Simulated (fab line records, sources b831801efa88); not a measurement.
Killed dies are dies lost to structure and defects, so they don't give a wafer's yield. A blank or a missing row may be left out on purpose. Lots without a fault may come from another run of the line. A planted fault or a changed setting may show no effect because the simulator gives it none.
Problem report in the 8D (eight disciplines) form, filled by code | flow sky130 | the parts of the form that need people (team, actions taken, sign-off) are left out

1. THE PROBLEM
oes_product_au at SKY_METAL4_METAL_ETCH_18 reads a mean of 0.761 a.u. on 4 wafers of 2 lots; wafers without a fault read 0.866 a.u. with a standard deviation of 0.0062. That is -17 standard deviations from the usual mean.
The step: etches the open film in Cl2/BCl3, stops on SiO2, target depth 845 nm, time 183.1 s.
First seen on wafer L972.5, day 46 14:56, on rie_metal-04. The record holds 42 wafers of 14 lots with a number at this step. Rule for "out", or "out of limits": more than 4 standard deviations from the usual mean. The other wafers with a number count as sound.

2. WHAT IT IS AND WHAT IT IS NOT
question                    | is                             | is not
which readings at this step | oes_product_au                 | drypump_motor_current_A, rf_fwd_power_W
which lots                  | L972, L973                     | L954, L955, L956, L957, L958, L959, L960, L963, L964, L975, L976, L977
which wafers of those lots  | L972.5, L972.6, L973.5, L973.6 | L972.1, L973.1
read on which tools         | rie_metal-04                   | rie_metal-02, rie_metal-03
when                        | from day 46 14:56              | up to then (28 sound wafers); but 10 sound wafers of L973, L975, L976, L977 came after

3. SUSPECTS, AND WHAT RULES EACH OUT
Counting: a tool at a process step up to the reading stays a suspect if it ran every lot that is out. Sound lots after the first of them don't rule it out here, since some wafers of a struck lot are sound.
- rie_metal-04 at SKY_METAL4_METAL_ETCH_18 (etches the open film in Cl2/BCl3, stops on SiO2, target depth 845 nm, time 183.1 s): kept. It ran every lot that is out, first L972 (day 46 14:56); its last sound lot up to then is L964 (day 44 14:17). Its own readings are out on those wafers: oes_product_au.
Left after counting: rie_metal-04 at SKY_METAL4_METAL_ETCH_18.

4. THE CAUSE (what the simulator had put in)
Process parameter drift: rie_metal-04, from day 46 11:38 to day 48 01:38, at SKY_METAL4_METAL_ETCH_18. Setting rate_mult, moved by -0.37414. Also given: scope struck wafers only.
Counting left only this tool.

5. THE CHAIN OF EFFECTS, in route order
Each row: a reading whose mean over the struck wafers that have a number lies more than 3 standard deviations from the usual. Only readings for which the record gives a usual standard deviation are gone through. hours: the time from each lot's start at the first step in this table that gives one to its start at this step, as a median over the lots. sigmas: the change in usual standard deviations.
hours | step                     | reading                  | usual      | on struck wafers | change | sigmas
0     | SKY_METAL4_METAL_ETCH_18 | oes_product_au           | 0.866 a.u. | 0.761            | -0.105 | -17
0     | SKY_METAL4_STRIP_19      | oes_product_au           | 0.503 a.u. | 0.589            | +0.086 | +16
0     | SKY_METAL4_STRIP_19      | strip_time_to_endpoint_s | 6.56 s     | 8.57             | +2.01  | +25
The process steps in it:
- SKY_METAL4_METAL_ETCH_18: etches the open film in Cl2/BCl3, stops on SiO2, target depth 845 nm, time 183.1 s.
- SKY_METAL4_STRIP_19: strips in O2/N2.

6. WHAT WOULD HAVE CAUGHT IT SOONER
In this record the first reading out of limits was taken at day 46 14:56, 3 hours after the fault began at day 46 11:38.
